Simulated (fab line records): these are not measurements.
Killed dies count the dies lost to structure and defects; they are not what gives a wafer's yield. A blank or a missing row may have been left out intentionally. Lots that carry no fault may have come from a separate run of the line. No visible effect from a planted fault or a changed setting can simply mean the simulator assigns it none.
Struck lot and sound lot, side by side || flow sky130 || 14 steps out of a route of 708
Sound: wafers L758.1, L758.2, L758.4. Wafers L748.1, L748.2, L748.5 were the ones struck. The cause is given at the end.
At each step with rows: each side's tool, then ch and its chambers, then its first start. Under that, the readings that differ: sound wafers || struck wafers || difference of the means || sigmas: that difference in standard deviations of wafers without a fault.
alike: readings whose means differ by less than 2 such deviations, and words and numbers that are the same on both sides. not compared: withheld readings, readings that some wafer has no value for, bounds like >300 that may hide the same value, and numbers for which the record gives no deviation and whose values overlap.
Wherever a step has rows on one side only, a row that says differs or no value, or a row with sigmas, the two part there. Numbers that don't overlap but have no deviation are shown without sigmas and don't part them. A reading missing from all wafers of one side parts the sides only when that side holds two or more wafers.

first, 3 steps without rows for these wafers: SKY_VIA1_STRIP_17 (strips in post etch residue remover, time 1200 s); SKY_VIA1_CLEAN_18 (cleans in IPA, time 180 s); SKY_VIA1_CLEAN_19 (cleans in O3/DIW).
SKY_VIA1_SPUTTER_20: material TiN, target thk 20 nm, time 80 s.
  struck on pvd sputter-04, day 37 13:50; sound on pvd sputter-02, day 40 08:22
  alike: cathode dc power W, chamber pressure pa, throttle valve pct
SKY_VIA1_CVD_21: deposits W, target thk 270 nm, time 80.902 s.
  sound on cvd w-01 ch 0,1, day 40 08:26; struck on cvd w-01 ch 1, day 37 13:54
  alike: chamber pressure Torr, heater power w
SKY_VIA1_RS_MEAS_22: measures by four-point-probe.
  struck on film metro-02, day 37 14:05; sound on film metro-01, day 40 08:31
  alike: VIA1_W_RS
SKY_VIA1_THK_MEAS_23: measures by xrf.
  struck on film metro-02, day 37 14:12; sound on film metro-01, day 40 08:38
  alike: VIA1_W_THK
SKY_VIA1_CMP_24: polishes, stops on SiO2, t overpolish 15 s, target thk 0 nm.
  sound on cmp-02 ch 1,2,3, day 40 08:42; struck on cmp-01 ch 0,1,3, day 37 14:19
  alike: motor current A, overpolish run s, time to endpoint s
then, 2 steps without rows for these wafers: SKY_METAL2_SPUTTER_00 (material Ti, target thk 15 nm, time 10 s); SKY_METAL2_SPUTTER_01 (material TiN, target thk 20 nm, time 16.7 s).
SKY_METAL2_SPUTTER_02: material AlCu, target thk 250 nm, time 13.3 s.
  struck on pvd sputter-03, day 37 14:37; sound on pvd sputter-04, day 40 09:03
  alike: cathode dc power W, chamber pressure pa, throttle valve pct
SKY_METAL2_SPUTTER_03: material Ti, target thk 5 nm, time 3.3 s.
  struck on pvd sputter-03, day 37 14:38; sound on pvd sputter-04, day 40 09:04
  alike: cathode dc power W, chamber pressure pa, throttle valve pct
SKY_METAL2_SPUTTER_04: material TiN, target thk 70 nm, time 58.3 s.
  struck on pvd sputter-03, day 37 14:39; sound on pvd sputter-04, day 40 09:05
  no value came back on the struck wafers for cathode dc power W (W), chamber pressure pa (Pa), throttle valve pct (%); on the sound wafers cathode dc power W (W) reads 6499.4 6498.7 6497.5
SKY_METAL2_THK_MEAS_06: measures by xrf.
  struck on film metro-02, day 37 17:52; sound on film metro-04, day 40 09:16
{"reading": "METAL2_ALCU_THK (nm)", "sound": "250.8 250.5 249.2", "struck": "288.4 285.8 287.9", "difference": "+37.2", "sigmas": "+16"}
  not compared: hold

WHERE THEY PART
At SKY_METAL2_SPUTTER_04 first; at SKY_METAL2_THK_MEAS_06 last (within this record only).

WHY: what the simulator had put in
Entire step skipped (pvd sputter-03, SKY_METAL2_SPUTTER_04), from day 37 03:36 onward. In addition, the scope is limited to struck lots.
